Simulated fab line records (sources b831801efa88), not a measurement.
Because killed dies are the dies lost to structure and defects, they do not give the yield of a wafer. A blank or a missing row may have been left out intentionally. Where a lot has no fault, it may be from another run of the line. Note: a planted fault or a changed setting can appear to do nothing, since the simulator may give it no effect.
Problem report, 8D (eight disciplines) form, completed by code    flow gf180mcu    the parts of the form that need people (team, actions taken, sign-off) are left out

## 1. THE PROBLEM
Mean of runLengthS at GF_STI_WET_ETCH_20: 538 s across 6 wafers in 2 lots; on wafers with no fault it is 429 s (standard deviation 3.8). That is +29 standard deviations from the usual mean.
The step: etches SiO2 in dHF, target depth 20 nm, time 400 s.
First observed at day 3 19:21: wafer L129.4, on wetBench-04. At this step, 42 wafers from 14 lots have a number in the record. By rule, "out" or "out of limits" means more than 4 standard deviations away from the usual mean. The rest of the wafers with a number are treated as sound.

## 2. WHAT THIS IS AND IS NOT
question                     is                      is not
which readings at this step  runLengthS              -
which lots                   L129, L130              L121, L123, L125, L126, L136, L137, L138, L139, L140, L142, L143, L144
which wafers of those lots   all that have a number  -
read on which tools          wetBench-04             wetBench-01, wetBench-03
when                         from day 3 19:21        up to then (12 sound wafers); but 24 sound wafers of L136, L137, L138, L139, L140, L142, L143, L144 came after

## 3. WHAT RULES OUT EACH SUSPECT
Counting: a tool stays on the suspect list if, at a process step up to the reading, it processed all lots that are out and no sound lot following the first of them.
- wetBench-04 at GF_STI_WET_ETCH_20 (etches SiO2 in dHF, target depth 20 nm, time 400 s): kept. It ran every lot that is out, first L129 (day 3 19:21), and no sound lot after that. Out on those wafers are its own readings of runLengthS.
The count leaves wetBench-04 at GF_STI_WET_ETCH_20.

## 4. THE CAUSE (what the simulator had put in)
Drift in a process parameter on wetBench-04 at GF_STI_WET_ETCH_20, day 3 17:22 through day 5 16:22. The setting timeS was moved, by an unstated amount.
This tool alone remained once counting was done.

## 5. THE EFFECT CHAIN, in route order
One row per reading whose mean, taken over the struck wafers that have a number, lies over 3 standard deviations from the usual. Only readings for which the record gives a usual standard deviation are gone through. hours: the time from each lot's start at the first step in this table that gives one to its start at this step, as a median over the lots. sigmas: the change in usual standard deviations.
hours  step                reading     usual  on struck wafers  change  sigmas
0      GF_STI_WET_ETCH_20  runLengthS  429 s  538               +110    +29
It contains these process steps:
- GF_STI_WET_ETCH_20: etches SiO2 in dHF, target depth 20 nm, time 400 s.
At these later measuring or inspecting steps, every struck wafer for which the step has a row has a number for every such reading, and none has moved that far: GF_HV_LDD_CD_MEAS_19, GF_HV_LDD_CD_MEAS_31, GF_HV_LDD_THK_MEAS_57.

## 6. HOW IT WOULD HAVE BEEN CAUGHT EARLIER
2 hours passed between the start of the fault at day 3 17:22 and the first reading out of limits in this record, taken at day 3 19:21.
